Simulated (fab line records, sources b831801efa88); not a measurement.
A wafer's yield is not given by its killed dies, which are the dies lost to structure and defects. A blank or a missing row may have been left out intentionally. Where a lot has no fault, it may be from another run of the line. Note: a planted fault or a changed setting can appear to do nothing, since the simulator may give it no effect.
Comparing a struck lot with a sound one | flow sky130 | 17 out of 708 route steps
Sound: the wafers L230.1, L230.2, L230.3. The struck wafers were L219.1, L219.3, L219.6. At the end, the cause is stated.
Per side, at each step with rows, come the tool, then ch with its chambers, and then its first start. Under that, the readings that differ: sound wafers | struck wafers | difference of the means | sigmas: that difference in standard deviations of wafers without a fault.
alike: words and numbers the same on both sides, and readings whose means are apart by under 2 such deviations; not compared: readings that were withheld, readings missing a value for some wafer, numbers with overlapping values and no deviation given by the record, and bounds like >300 which may hide the same value.
A row with sigmas, a row that says differs or no value, or rows on one side alone: a step with any of these is where the two part. Numbers that have no deviation but don't overlap get no sigmas and don't part them. A reading missing from all wafers of one side parts the sides only when that side holds two or more wafers.

SKY_FIELD_ISO_THK_MEAS_02:
  struck on filmMetro-04, day 3 08:38; sound on filmMetro-01, day 5 17:50
  alike: FIELD_ISO_OXIDATION_00_THK
then, 1 step without rows for these wafers: SKY_FIELD_ISO_CVD_03 (deposits Si3N4 from DCS/NH3, target thk 165 nm, time 2830 s).
SKY_FIELD_ISO_THK_MEAS_04:
  struck on filmMetro-03, day 3 12:23; sound on filmMetro-04, day 5 20:59
  alike: FIELD_ISO_CVD_03_THK
then, 8 steps without rows for these wafers: SKY_FIELD_ISO_DEHYDRATE_05 (time 60 s); SKY_FIELD_ISO_HMDS_06 (prime time 60 s); SKY_FIELD_ISO_COAT_07 (resist thk 60 nm); SKY_FIELD_ISO_COAT_08 (resist thk 450 nm); SKY_FIELD_ISO_SOFTBAKE_09 (time 90 s); SKY_FIELD_ISO_EXPOSE_10 (exposes mask FOM, target cd 150 nm); SKY_FIELD_ISO_PEB_11; SKY_FIELD_ISO_DEVELOP_12 (develop time 60 s).
SKY_FIELD_ISO_CD_MEAS_13: the cd target is 150 nm.
  struck on cdSem-01, day 4 04:35; sound on cdSem-01, day 6 15:28
  alike: cdNm
SKY_FIELD_ISO_ETCH_14: etches BARC in N2/H2, stops on SiO2, time 45.9 s, target depth 60 nm.
  sound on rieDiel-01 ch 1,2,3, day 6 15:35; struck on rieDiel-03 ch 0,1,2, day 4 04:43
reading                                         | sound             | struck            | difference | sigmas
rfFwdPowerW (W)                                 | 495.3 499.4 496.6 | 419.0 414.2 412.5 | -81.9      | -39
model.KrF-thick_of_FIELD_ISO_COAT_08.thkNm (nm) | 392.7 393.1 393.5 | 399.2 400.1 398.5 | +6.2       | 
  alike: drypumpMotorCurrentA, n2FlowSccm, oesProductAu, throttleValvePct
  not compared: rfHoursCounterH
SKY_FIELD_ISO_ETCH_15: etches the open film in CHF3/O2, stops on Si, target depth 180 nm, time 72 s.
  sound on rieDiel-01 ch 1,2,3, day 6 15:37; struck on rieDiel-03 ch 0,1,2, day 4 04:45
reading                                         | sound             | struck            | difference | sigmas
model.KrF-thick_of_FIELD_ISO_COAT_08.thkNm (nm) | 234.5 234.7 236.3 | 242.5 243.4 242.7 | +7.7       | 
  alike: O2_flow_sccm, chf3FlowSccm, drypumpMotorCurrentA, oesProductAu, rfFwdPowerW, throttleValvePct
  not compared: rfHoursCounterH
SKY_FIELD_ISO_STRIP_16: strips in O2/N2.
  sound on plasmaAsher-02 ch 0,1, day 6 15:41; struck on plasmaAsher-03 ch 1, day 4 04:49
reading                  | sound             | struck            | difference | sigmas
stripTimeToEndpointS (s) | 3.531 3.522 3.543 | 3.603 3.613 3.624 | +0.081     | +4
  alike: drypumpMotorCurrentA, n2FlowSccm, oesProductAu
  not compared: rfHoursCounterH
SKY_FIELD_ISO_ETCH_17: etches Si in HBr/Cl2/O2, target depth 342 nm, time 97.7 s.
  sound on rieSi-02 ch 1,2,3, day 6 15:47; struck on rieSi-01 ch 1,3, day 4 04:55
reading              | sound                | struck               | difference | sigmas
throttleValvePct (%) | 25.653 25.640 25.647 | 25.677 25.672 25.668 | +0.026     | +2
  alike: O2_flow_sccm, drypumpMotorCurrentA, heBacksideLeakSccm, oesProductAu, rfFwdPowerW
  not compared: rfHoursCounterH
after that, 1 step had no rows for these wafers: SKY_PAD_OPEN_PROBE_99.

== WHERE THEY PART ==
Last at SKY_FIELD_ISO_ETCH_17 as far as this record goes, first at SKY_FIELD_ISO_ETCH_14.

WHY: the cause the simulator had injected
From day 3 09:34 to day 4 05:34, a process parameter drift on rieDiel-03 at SKY_FIELD_ISO_ETCH_14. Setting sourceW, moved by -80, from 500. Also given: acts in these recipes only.
